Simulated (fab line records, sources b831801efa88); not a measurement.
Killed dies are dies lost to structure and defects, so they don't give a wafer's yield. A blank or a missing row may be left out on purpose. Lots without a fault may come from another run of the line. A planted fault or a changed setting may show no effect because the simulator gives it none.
fab line records | flow sky130
record lots=6 wafers=18 last_day=50
route steps=708 shown POLY_GATE@234 LDD_N@237 PAD_OPEN@708
lots that met no fault: from a run of the same line without faults
start_h: hours from the record's first day to the start of the lot's first wafer shown | wait_h: hours since the lot's step before | " the same as in the row above | L1.1+2: a row that stands for several wafers | - no value, or no start given | * or withheld: withheld | < > ~ a bound
route shown NAME@n: a module of which the file shows steps, and the number in the route of the first | usual: mean/standard deviation of fault-free wafers | same: alike in all rows | chamber/n: place in a boat | sites: the reading at each site | _std_site: their standard deviation | _edge_site: outer sites' mean less inner sites' | radius_mm: how far each site lies from the wafer's centre | mask NAME#n: copy n | behind: the tool/chamber that last shaped the wafer | hold: why the lot was held/for how many hours/how that ended | device: the transistor (n, p or np) that didn't switch | end of line: the same wafers' tests at the end of the route | a step without rows: its recipe alone | killed: dies lost to structure and defects at the first sort, not the wafer's yield | map: a wafer's dies, x killed, . not, _ none there
set.NAME: the setting as run; set.NAME@STEP: as run at that earlier step | model.NAME: the simulator's own value behind a step, which no gauge read
lots at some steps of the route; a table a step, a row a wafer
services: from which hour (start_h, from the record's first day; less than 0 if before it) a tool's chamber was out of use, for how many hours, and why
## steps
# step SKY_POLY_GATE_OXIDATION_20
# recipe temp_c=850 ambient=O2 stabilise_s=600 purge_s=300 target_thk_a=40 ox_time_s=899
# step SKY_POLY_GATE_THK_MEAS_21
# recipe reads=SiO2_of_POLY_GATE_OXIDATION_20
# usual POLY_GATE_OXIDATION_THK=3.99/0.082
# columns lot.wafer tool chamber start_h wait_h POLY_GATE_OXIDATION_THK[nm]
L625.3 film_metro-02 - 393.71 0.0 4.05
L625.4 " - " " 4.03
L625.5 " - " " 4.06
L634.2 film_metro-04 - 470.11 0.0 4.09
L634.4 " - " " 4.09
L634.6 " - " " 4.03
L635.2 film_metro-04 - 474.35 0.0 3.91
L635.3 " - " " 3.91
L635.5 " - " " 3.90
L641.1 film_metro-04 - 523.22 0.0 3.98
L641.4 " - " " 3.99
L641.6 " - " " 4.00
L643.1 film_metro-02 - 533.11 0.0 4.00
L643.3 " - " " 4.08
L643.4 " - " " 4.09
L647.3 film_metro-03 - 557.64 0.0 4.01
L647.5 " - " " 3.99
L647.6 " - " " 4.06
# step SKY_POLY_GATE_CD_MEAS_22
# usual cd_nm=152.1/2
# columns lot.wafer tool chamber start_h wait_h cd_nm
L625.3 cd_sem-01 - 393.81 0.1 151.7
L625.4 " - " " 151.2
L625.5 " - " " 151.8
L634.2 cd_sem-02 - 470.18 0.1 150.3
L634.4 " - " " 150.6
L634.6 " - " " 149.9
L635.2 cd_sem-02 - 474.42 0.1 151.0
L635.3 " - " " 148.8
L635.5 " - " " 150.6
L641.1 cd_sem-02 - 523.28 0.1 154.0
L641.4 " - " " 152.8
L641.6 " - " " 153.6
L643.1 cd_sem-02 - 533.17 0.1 154.7
L643.3 " - " " 149.6
L643.4 " - " " 154.3
L647.3 cd_sem-02 - 557.74 0.1 151.8
L647.5 " - " " 151.9
L647.6 " - " " 149.4
# step SKY_LDD_N_DEHYDRATE_00
# recipe temp_c=200 time_s=60
# step SKY_LDD_N_HMDS_01
# recipe prime_time_s=60 prime_temp_c=120
# step SKY_LDD_N_COAT_02
# recipe resist=NOVOLAK spin_rpm=3000 resist_thk_nm=300
# step SKY_LDD_N_SOFTBAKE_03
# recipe temp_c=90 time_s=60 resist=NOVOLAK
# step SKY_LDD_N_EXPOSE_04
# recipe mask_id=NTM target_cd_nm=840 na=0.6 source_shape=conventional sigma_outer=0.6 dose_mj=110
# step SKY_LDD_N_PEB_05
# recipe temp_c=withheld time_s=* resist=NOVOLAK
# step SKY_LDD_N_DEVELOP_06
# recipe develop_time_s=60 dev_temp_c=23
# step SKY_LDD_N_OVL_MEAS_07
# usual LDD_N_OVL=0.8/1.5
# columns lot.wafer tool chamber start_h wait_h LDD_N_OVL[nm]
L625.3 overlay-02 - 422.60 0.1 -0.9
L625.4 " - " " -0.3
L625.5 " - " " 0.5
L634.2 overlay-02 - 500.30 0.1 -1.6
L634.4 " - " " 0.0
L634.6 " - " " 0.6
L635.2 overlay-01 - 504.24 0.1 1.9
L635.3 " - " " -0.6
L635.5 " - " " 0.7
L641.1 overlay-01 - 552.79 0.1 1.3
L641.4 " - " " -1.3
L641.6 " - " " -0.2
L643.1 overlay-02 - 562.49 0.1 1.8
L643.3 " - " " 2.1
L643.4 " - " " 2.4
L647.3 overlay-02 - 587.20 0.1 1.9
L647.5 " - " " -0.4
L647.6 " - " " 0.6
# step SKY_LDD_N_IMPLANT_08
# recipe species=As energy_kev=20 dose_cm2=7.5e+13 tilt_deg=withheld rotation_deg=23
# step SKY_LDD_N_IMPLANT_09
# recipe species=As energy_kev=20 dose_cm2=7.5e+13 tilt_deg=withheld rotation_deg=113
# usual dose_ions_cm2=7.5e+13/8.8e+10 faraday_current_uA=423/8.1
# columns lot.wafer tool chamber start_h wait_h dose_ions_cm2 faraday_current_uA
L625.3 implanter-01 0 422.82 0.1 7.499e+13 428
L625.4 " 0 " " 7.513e+13 423
L625.5 " 0 " " 7.519e+13 417
L634.2 implanter-04 0 500.50 0.1 9.167e+13 506
L634.4 " 0 " " 9.177e+13 504
L634.6 " 0 " " 9.175e+13 514
L635.2 implanter-04 0 504.45 0.1 9.17e+13 516
L635.3 " 0 " " 9.172e+13 508
L635.5 " 0 " " 9.173e+13 530
L641.1 implanter-01 0 552.97 0.1 7.495e+13 427
L641.4 " 0 " " 7.485e+13 426
L641.6 " 0 " " 7.496e+13 419
L643.1 implanter-02 0 562.68 0.1 7.5e+13 426
L643.3 " 0 " " 7.495e+13 435
L643.4 " 0 " " 7.514e+13 412
L647.3 implanter-04 0 587.43 0.1 7.5e+13 434
L647.5 " 0 " " 7.511e+13 424
L647.6 " 0 " " 7.5e+13 405
# step SKY_LDD_N_IMPLANT_10
# recipe species=As energy_kev=20 dose_cm2=7.5e+13 tilt_deg=withheld rotation_deg=203
# step SKY_LDD_N_IMPLANT_11
# recipe species=As energy_kev=20 dose_cm2=7.5e+13 tilt_deg=withheld rotation_deg=293
# step SKY_LDD_N_IMPLANT_12
# recipe species=BF2 energy_kev=50 dose_cm2=5e+12 tilt_deg=30 rotation_deg=0
# step SKY_LDD_N_IMPLANT_13
# recipe species=BF2 energy_kev=50 dose_cm2=5e+12 tilt_deg=30 rotation_deg=90
# step SKY_LDD_N_IMPLANT_14
# recipe species=BF2 energy_kev=50 dose_cm2=5e+12 tilt_deg=30 rotation_deg=180
# step SKY_LDD_N_IMPLANT_15
# recipe species=BF2 energy_kev=50 dose_cm2=5e+12 tilt_deg=30 rotation_deg=270
# step SKY_LDD_N_STRIP_16
# recipe chemistry=O2/N2 power_w=1400 pressure_mtorr=1500 platen_temp_c=withheld o2_flow_sccm=3000 n2_flow_sccm=300 overash_fraction=0.5
# usual drypump_motor_current_A=5.39/0.26 o2_flow_sccm=3000/8.9 oes_product_au=0.407/0.0041 strip_time_to_endpoint_s=4.317/0.015
# columns lot.wafer tool chamber start_h wait_h drypump_motor_current_A o2_flow_sccm oes_product_au rf_hours_counter_h strip_time_to_endpoint_s
L625.3 plasma_asher-03 1 423.86 0.1 5.26 2993 0.409 - 4.277
L625.4 " 0 " " 5.32 3000 0.413 - 4.322
L625.5 " 1 " " 5.29 3012 0.412 - 4.282
L634.2 plasma_asher-03 0 501.53 0.1 5.31 2991 0.410 69 4.368
L634.4 " 1 " " 5.23 2997 0.400 - 4.362
L634.6 " 1 " " 5.27 3015 0.410 - 4.380
L635.2 plasma_asher-03 1 505.47 0.1 5.28 3012 0.410 70 4.361
L635.3 " 0 " " 5.32 3016 0.400 - 4.376
L635.5 " 1 " " 5.29 3013 0.408 - 4.341
L641.1 plasma_asher-01 1 554.02 0.1 5.28 3005 0.409 42 4.317
L641.4 " 0 " " 5.13 3004 0.407 - 4.306
L641.6 " 0 " " 5.09 2996 0.411 - 4.314
L643.1 plasma_asher-01 1 563.73 0.1 5.32 2999 0.408 44 4.317
L643.3 " 1 " " 5.32 3017 0.399 - 4.330
L643.4 " 0 " " 5.10 2990 0.404 - 4.324
L647.3 plasma_asher-02 0 588.46 0.1 5.68 3002 0.412 - 4.304
L647.5 " 0 " " 5.66 2979 0.412 - 4.294
L647.6 " 1 " " 5.91 3005 0.415 - 4.327
# step SKY_LDD_N_TW_MEAS_17
# usual LDD_N_TW=2552/14
# columns lot.wafer tool chamber start_h wait_h LDD_N_TW
L625.3 film_metro-03 - 423.94 0.1 2545
L625.4 " - " " 2558
L625.5 " - " " 2561
L634.2 film_metro-01 - 501.64 0.1 2604
L634.4 " - " " 2607
L634.6 " - " " 2601
L635.2 film_metro-01 - 505.58 0.1 2592
L635.3 " - " " 2588
L635.5 " - " " 2591
L641.1 film_metro-02 - 554.12 0.1 2549
L641.4 " - " " 2537
L641.6 " - " " 2539
L643.1 film_metro-01 - 563.83 0.1 2574
L643.3 " - " " 2584
L643.4 " - " " 2565
L647.3 film_metro-03 - 588.55 0.1 2558
L647.5 " - " " 2538
L647.6 " - " " 2558
# step SKY_PAD_OPEN_PROBE_99
# usual killed_at_M0_to_M3=42/6.7 killed_at_M4_up=3.0/1.9 killed_at_contacts=24/5.3 killed_at_front_end=16/4.3 killed_at_other=0.4/0.71 killed_dies=85/9.6 killed_open=46/6.5 killed_short=39/6.7
# same gross_dies=492 killed_at_back_side=0
# columns lot.wafer tool chamber start_h wait_h killed_at_M0_to_M3 killed_at_M4_up killed_at_contacts killed_at_front_end killed_at_other killed_dies killed_open killed_short model.etest.tip_n.rs_ohm_sq
L625.3 prober-02 - 1098.15 0.2 51 3 29 19 3 105 60 42 441.4
L625.4 prober-02 - 1098.20 0.2 46 2 28 20 0 96 55 41 446.4
L625.5 prober-02 - 1098.25 0.2 51 2 21 11 3 88 48 37 445.1
L634.2 prober-01 - 1156.15 0.1 24 3 28 6 0 61 33 27 427.4
L634.4 prober-01 - 1156.25 0.2 41 4 26 11 1 83 40 40 427.1
L634.6 prober-01 - 1156.35 0.2 30 3 26 18 0 77 43 34 426.6
L635.2 prober-02 - 1159.39 0.1 51 5 25 17 0 98 47 48 427.2
L635.3 prober-02 - 1159.44 0.2 37 1 30 17 1 86 45 41 431.1
L635.5 prober-02 - 1159.54 0.2 51 6 23 15 0 95 60 34 430.6
L641.1 prober-02 - 1183.50 0.1 40 1 24 15 0 80 50 30 445
L641.4 prober-02 - 1183.65 0.2 45 4 23 12 0 84 40 44 448.9
L641.6 prober-02 - 1183.75 0.2 33 5 25 13 1 77 49 28 448
L643.1 prober-02 - 1193.97 0.1 38 6 18 17 0 79 43 36 444.7
L643.3 prober-02 - 1194.07 0.2 41 3 39 15 2 100 50 50 444.4
L643.4 prober-02 - 1194.12 0.2 37 4 32 12 0 85 40 45 444.7
L647.3 prober-02 - 1208.82 0.2 44 6 30 14 0 94 58 36 438.3
L647.5 prober-02 - 1208.92 0.2 42 5 21 16 0 84 53 31 442.1
L647.6 prober-02 - 1208.97 0.2 34 3 26 15 2 80 47 33 442.1
# killed by level:class
L625.3 VIA1:geometric_particle:open=14 CONTACT:geometric_particle:open=11 VIA3:geometric_particle:open=9 VIA2:geometric_particle:open=7 FIELD_ISO:geometric_particle:short=6 LI_CONTACT:geometric_particle:open=6 CONTACT:geometric_particle:short=6 METAL2:geometric_particle:short=6
L625.4 VIA1:geometric_particle:open=17 CONTACT:geometric_particle:open=13 VIA1:geometric_particle:short=9 FIELD_ISO:geometric_particle:open=5 CONTACT:geometric_particle:short=5 FIELD_ISO:geometric_particle:short=4 POLY_GATE:geometric_particle:short=4 POLY_GATE:geometric_particle:open=4
L625.5 VIA1:geometric_particle:open=11 CONTACT:geometric_particle:open=9 METAL2:geometric_particle:short=8 VIA3:geometric_particle:open=7 VIA2:geometric_particle:open=6 FIELD_ISO:geometric_particle:open=5 METAL1:geometric_particle:short=5 VIA1:geometric_particle:short=5
L634.2 LI_CONTACT:geometric_particle:open=12 CONTACT:geometric_particle:open=7 LOCAL_INTERCONNECT:geometric_particle:short=4 METAL2:geometric_particle:short=4 VIA2:geometric_particle:open=4 VIA3:geometric_particle:short=4 VIA1:geometric_particle:open=3 CONTACT:geometric_particle:short=3
L634.4 CONTACT:geometric_particle:open=8 VIA1:geometric_particle:open=7 VIA2:geometric_particle:open=7 LI_CONTACT:geometric_particle:open=6 LOCAL_INTERCONNECT:geometric_particle:short=5 METAL1:geometric_particle:short=5 VIA1:geometric_particle:short=5 VIA3:geometric_particle:open=4
L634.6 LI_CONTACT:geometric_particle:open=9 LI_CONTACT:geometric_particle:short=6 VIA1:geometric_particle:open=6 FIELD_ISO:geometric_particle:short=5 CONTACT:geometric_particle:short=5 VIA2:geometric_particle:open=5 POLY_GATE:geometric_particle:open=4 CONTACT:geometric_particle:open=4
L635.2 VIA1:geometric_particle:open=17 METAL2:geometric_particle:short=11 VIA3:geometric_particle:open=8 CONTACT:geometric_particle:open=7 CONTACT:geometric_particle:short=6 POLY_GATE:geometric_particle:short=5 LI_CONTACT:geometric_particle:open=5 VIA1:geometric_particle:short=5
L635.3 VIA1:geometric_particle:open=11 FIELD_ISO:geometric_particle:open=7 LI_CONTACT:geometric_particle:open=6 LOCAL_INTERCONNECT:geometric_particle:short=6 CONTACT:geometric_particle:open=6 LI_CONTACT:geometric_particle:short=5 CONTACT:geometric_particle:short=5 VIA2:geometric_particle:open=5
L635.5 VIA1:geometric_particle:open=15 VIA2:geometric_particle:open=7 CONTACT:geometric_particle:open=6 METAL1:geometric_particle:open=6 FIELD_ISO:geometric_particle:open=5 METAL2:geometric_particle:short=5 LI_CONTACT:geometric_particle:open=5 CONTACT:geometric_particle:short=5
L641.1 VIA1:geometric_particle:open=14 CONTACT:geometric_particle:open=9 VIA2:geometric_particle:open=5 FIELD_ISO:geometric_particle:open=4 LI_CONTACT:geometric_particle:open=4 LOCAL_INTERCONNECT:geometric_particle:short=4 VIA1:geometric_particle:short=4 FIELD_ISO:geometric_particle:short=3
L641.4 VIA1:geometric_particle:open=9 LOCAL_INTERCONNECT:geometric_particle:short=7 METAL1:geometric_particle:short=7 LI_CONTACT:geometric_particle:open=6 VIA3:geometric_particle:open=6 CONTACT:geometric_particle:open=5 VIA2:geometric_particle:open=5 FIELD_ISO:geometric_particle:open=4
L641.6 VIA1:geometric_particle:open=12 CONTACT:geometric_particle:open=10 VIA3:geometric_particle:open=8 FIELD_ISO:geometric_particle:open=6 LOCAL_INTERCONNECT:geometric_particle:short=5 CONTACT:geometric_particle:short=3 LI_CONTACT:geometric_particle:short=3 METAL2:geometric_particle:open=3
L643.1 VIA2:geometric_particle:open=9 POLY_GATE:geometric_particle:open=7 METAL1:geometric_particle:short=7 LI_CONTACT:geometric_particle:open=6 CONTACT:geometric_particle:open=5 FIELD_ISO:geometric_particle:open=4 CONTACT:geometric_particle:short=4 METAL2:geometric_particle:short=4
L643.3 CONTACT:geometric_particle:open=17 CONTACT:geometric_particle:short=9 VIA1:geometric_particle:open=7 VIA3:geometric_particle:open=7 METAL1:geometric_particle:short=6 LOCAL_INTERCONNECT:geometric_particle:short=6 LI_CONTACT:geometric_particle:open=5 VIA3:geometric_particle:short=5
L643.4 CONTACT:geometric_particle:open=11 CONTACT:geometric_particle:short=8 LI_CONTACT:geometric_particle:short=6 METAL2:geometric_particle:short=6 VIA3:geometric_particle:open=6 FIELD_ISO:geometric_particle:short=5 LI_CONTACT:geometric_particle:open=5 METAL1:geometric_particle:short=5
L647.3 LI_CONTACT:geometric_particle:open=12 VIA1:geometric_particle:open=11 VIA2:geometric_particle:open=7 LI_CONTACT:geometric_particle:short=6 CONTACT:geometric_particle:open=6 VIA3:geometric_particle:open=6 VIA1:geometric_particle:short=5 FIELD_ISO:geometric_particle:open=5
L647.5 VIA1:geometric_particle:open=10 LI_CONTACT:geometric_particle:open=7 VIA3:geometric_particle:open=7 CONTACT:geometric_particle:open=7 VIA2:geometric_particle:open=7 VIA1:geometric_particle:short=6 FIELD_ISO:geometric_particle:open=5 FIELD_ISO:geometric_particle:short=4
L647.6 LI_CONTACT:geometric_particle:open=9 CONTACT:geometric_particle:open=7 VIA1:geometric_particle:open=7 VIA2:geometric_particle:open=6 FIELD_ISO:geometric_particle:open=5 METAL2:geometric_particle:short=5 POLY_GATE:geometric_particle:open=4 LI_CONTACT:geometric_particle:short=4
## services
# columns tool chamber start_h hours kind
plasma_asher-03 - 419.40 2.6 repair
implanter-04 - 420.05 3.1 repair
plasma_asher-03 - 467.60 10.3 repair
implanter-04 - 468.70 0.5 repair
implanter-02 - 478.85 4.1 repair
plasma_asher-03 - 529.88 22.8 pm
implanter-02 - 537.04 2.7 repair
plasma_asher-02 - 545.50 14.6 pm
implanter-02 - 549.27 6.0 repair
implanter-04 - 562.44 1.4 repair
## key
first_sign step=SKY_LDD_N_IMPLANT_09 reading=dose_ions_cm2 direction=up sigmas=99+ usual=* struck=*
effect step=SKY_LDD_N_IMPLANT_09 reading=faraday_current_uA direction=up sigmas=11 usual=423 struck=513
effect step=SKY_LDD_N_STRIP_16 reading=strip_time_to_endpoint_s direction=up sigmas=3.2 usual=* struck=*
model_effect step=SKY_PAD_OPEN_PROBE_99 value=etest.tip_n.rs_ohm_sq without=443.2 struck=428.3
met_at SKY_LDD_N_IMPLANT_09
struck_wafers L634.2,L634.4,L634.6,L635.2,L635.3,L635.5
tester_left_out L634,L635
fault kind=process_parameter_drift tool=implanter-04 chamber=- onset_h=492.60 steps=SKY_LDD_N_IMPLANT_09 channel=dose_cm2 offset=* shape=step end_h=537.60 acts_in=* stated=*
# tester_left_out: of these lots the tester's yield and bins aren't shown, on N5 and GAA mostly nor the transistor test; their killed dies are dies lost to structure and defects alone, not to doping, threshold or leakage, so they don't give the yield
